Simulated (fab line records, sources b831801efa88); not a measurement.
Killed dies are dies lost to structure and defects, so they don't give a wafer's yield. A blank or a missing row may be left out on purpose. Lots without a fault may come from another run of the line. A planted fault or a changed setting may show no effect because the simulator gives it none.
One fault seen from 2 desks | flow sky130 | each desk has only its own numbers; what lay behind them comes last

THE TOOL OWNER'S DESK: litho_track-03
The tool's own readings at SKY_GATE_OXIDE_COAT_05 (resist thk 1140 nm): means of the sampled wafers that have a number, for each lot that ran on this tool. A lot is out of limits, marked OUT, if its mean lies more than 4 standard deviations from the usual mean; the brackets give that distance.
Columns: A = chill_plate_temp_C at SKY_GATE_OXIDE_COAT_05, usual 22.98 C; B = resist_line_temp_C at SKY_GATE_OXIDE_COAT_05, usual 23.00 C
lot  | first seen here | A     | B
L674 | day 13 08:45    | 22.96 | 23.04
L678 | day 14 06:26    | 23.07 | 22.85
L689 | day 18 18:39    | 23.02 | 22.97
L690 | day 18 21:09    | 23.07 | 22.95
L697 | day 21 04:54    | 22.89 | 23.01
This desk's finding: nothing out of limits on any of the 5 lots.

THE METROLOGY DESK
What the gauges read, lot by lot, whatever tool the lot ran on: means of the sampled wafers that have a number. A lot is out of limits, marked OUT, if its mean lies more than 4 standard deviations from the usual mean; the brackets give that distance.
Columns: A = METAL1_ALCU_RS at SKY_METAL1_RS_MEAS_05, usual 0.1271 ohm/sq; B = cd_nm at SKY_METAL1_CD_MEAS_15, usual 139.9 nm
lot  | first seen here | A      | B
L674 | day 31 11:05    | 0.1264 | 140.5
L676 | day 32 04:16    | 0.1247 | 141.2
L678 | day 32 14:18    | 0.1281 | 139.4
L679 | day 33 02:48    | 0.1273 | 139.8
L685 | day 35 00:10    | 0.1276 | 137.5
L684 | day 35 04:26    | 0.1287 | 140.9
L689 | day 36 15:20    | 0.1276 | 140.5
L690 | day 36 20:44    | 0.1274 | 138.7
L694 | day 38 03:44    | 0.1264 | 137.5
L695 | day 38 04:56    | 0.1257 | 141.1
L696 | day 38 11:55    | 0.1279 | 141.7
L697 | day 38 13:48    | 0.1273 | 139.1
This desk's finding: nothing out of limits on any of the 12 lots.

PUT TOGETHER
The tool owner's desk saw nothing out of limits.
The metrology desk saw nothing out of limits.

WHAT THE SIMULATOR HAD PUT IN
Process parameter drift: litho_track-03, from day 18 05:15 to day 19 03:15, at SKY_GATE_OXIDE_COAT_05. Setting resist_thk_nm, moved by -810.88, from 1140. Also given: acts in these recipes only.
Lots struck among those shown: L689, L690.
